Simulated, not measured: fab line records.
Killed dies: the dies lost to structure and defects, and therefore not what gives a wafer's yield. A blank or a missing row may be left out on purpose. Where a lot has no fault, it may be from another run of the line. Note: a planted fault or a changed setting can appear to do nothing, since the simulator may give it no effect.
Shared-tool check	flow gf180mcu	Sampled: 13 lots, 39 wafers

REASON IT WAS OPENED
2 of 13 lots carry a flag on the reading POLY_GATE_CVD_00_THK at GF_POLY_GATE_THK_MEAS_01. Wafers without a fault read 200.1 nm, standard deviation 2.2.
Rule: a lot is flagged in two cases, either no wafer of it has a number, or all its wafers with numbers fall more than 4 standard deviations from that mean. All remaining lots are regarded as sound.

lot	measured	on	POLY_GATE_CVD_00_THK (nm), wafer by wafer	flag
L219	day 8 09:08	filmMetro-03	198.6 199.7 200.7	
L220	day 8 15:31	filmMetro-03	196.1 196.3 197.5	
L221	day 9 01:29	filmMetro-02	198.3 198.7 199.6	
L222	day 9 07:19	filmMetro-04	203.1 202.0 200.8	
L224	day 9 22:03	filmMetro-02	218.9 218.0 218.4	FLAGGED
L225	day 10 06:22	filmMetro-02	218.7 218.1 219.3	FLAGGED
L235	day 13 04:40	filmMetro-04	200.3 201.1 201.8	
L236	day 13 11:53	filmMetro-02	201.2 202.0 202.8	
L237	day 13 21:04	filmMetro-04	205.0 205.3 203.0	
L238	day 14 00:07	filmMetro-03	199.9 201.2 199.3	
L240	day 14 18:11	filmMetro-03	203.5 204.1 203.2	
L241	day 15 02:21	filmMetro-02	199.2 199.2 200.6	
L242	day 15 02:22	filmMetro-03	204.1 201.3 201.7	
On average the flagged lots' numbers are 218.6 nm, which is +18.5 nm against the usual, or +8 standard deviations.

WHICH TOOL EACH LOT WENT THROUGH
Before the reading, the record contains 2 process steps out of a 602-step route. In each cell: the tool, then ch and the chambers that the sampled wafers went through, then the start.
lot	flag	GF_STI_STRIP_15	GF_POLY_GATE_CVD_00
L219		plasmaAsher-03 ch 0,1, day 2 01:59	lpcvd-01 ch 1, day 8 07:08
L220		plasmaAsher-04 ch 0,1, day 2 06:31	lpcvd-01 ch 1, day 8 13:29
L221		plasmaAsher-03 ch 0,1, day 2 12:11	lpcvd-01 ch 0, day 8 23:29
L222		plasmaAsher-01 ch 0,1, day 2 16:59	lpcvd-02 ch 1, day 9 05:56
L224	FLAGGED	plasmaAsher-03 ch 0,1, day 3 05:24	lpcvd-01 ch 0, day 9 20:02
L225	FLAGGED	plasmaAsher-01 ch 0,1, day 3 08:38	lpcvd-01 ch 1, day 10 04:22
L235		plasmaAsher-03 ch 0,1, day 5 12:02	lpcvd-01 ch 1, day 13 03:19
L236		plasmaAsher-04 ch 0,1, day 5 16:44	lpcvd-02 ch 1, day 13 10:34
L237		plasmaAsher-03 ch 0,1, day 6 00:02	lpcvd-02 ch 1, day 13 19:42
L238		plasmaAsher-03 ch 0,1, day 6 03:02	lpcvd-01 ch 1, day 13 22:46
L240		plasmaAsher-04 ch 0,1, day 6 15:11	lpcvd-02 ch 0, day 14 16:52
L241		plasmaAsher-01 ch 0,1, day 6 19:26	lpcvd-02 ch 1, day 15 01:01
L242		plasmaAsher-01 ch 0,1, day 6 22:40	lpcvd-02 ch 0, day 15 01:01
These steps, and what they do:
- GF_STI_STRIP_15: strips in O2/N2.
- GF_POLY_GATE_CVD_00: deposits poly-Si, target thk 200 nm, time 1200 s.
- GF_POLY_GATE_THK_MEAS_01

FLAGGED OVER TOTAL, TOOL BY TOOL (the gauges that took the reading come last)
step	tool	lots run	flagged	share of the flagged lots	sound lots run after its first flagged lot
GF_STI_STRIP_15	plasmaAsher-01	4	1	some	2 (L241,L242)
GF_STI_STRIP_15	plasmaAsher-03	6	1	some	3 (L235,L237,L238)
GF_STI_STRIP_15	plasmaAsher-04	3	0	none	-
GF_POLY_GATE_CVD_00	lpcvd-01	7	2	all	2 (L235,L238)
GF_POLY_GATE_CVD_00	lpcvd-02	6	0	none	-
GF_POLY_GATE_THK_MEAS_01	filmMetro-02	5	2	all	2 (L236,L241)
GF_POLY_GATE_THK_MEAS_01	filmMetro-03	5	0	none	-
GF_POLY_GATE_THK_MEAS_01	filmMetro-04	3	0	none	-

WHAT THE TABLE PERMITS
Table rows that saw every flagged lot: 2, namely lpcvd-01 at GF_POLY_GATE_CVD_00 and filmMetro-02 at GF_POLY_GATE_THK_MEAS_01.
- lpcvd-01 at GF_POLY_GATE_CVD_00 ran 7 lots, 2 of them flagged. Lots that were sound ran on it after the first flagged one (L235, L238); a persistent fault on the entire tool would not allow that. Its own readings lie more than 4 standard deviations out on every wafer of the flagged lots: pressureMtorr.
- filmMetro-02 at GF_POLY_GATE_THK_MEAS_01 ran 5 lots, 2 of them flagged. Lots that were sound ran on it after the first flagged one (L236, L241); a persistent fault on the entire tool would not allow that.
Not one row of the table ran every flagged lot while running no sound lot after the first.

WHAT WAS PUT IN BY THE SIMULATOR
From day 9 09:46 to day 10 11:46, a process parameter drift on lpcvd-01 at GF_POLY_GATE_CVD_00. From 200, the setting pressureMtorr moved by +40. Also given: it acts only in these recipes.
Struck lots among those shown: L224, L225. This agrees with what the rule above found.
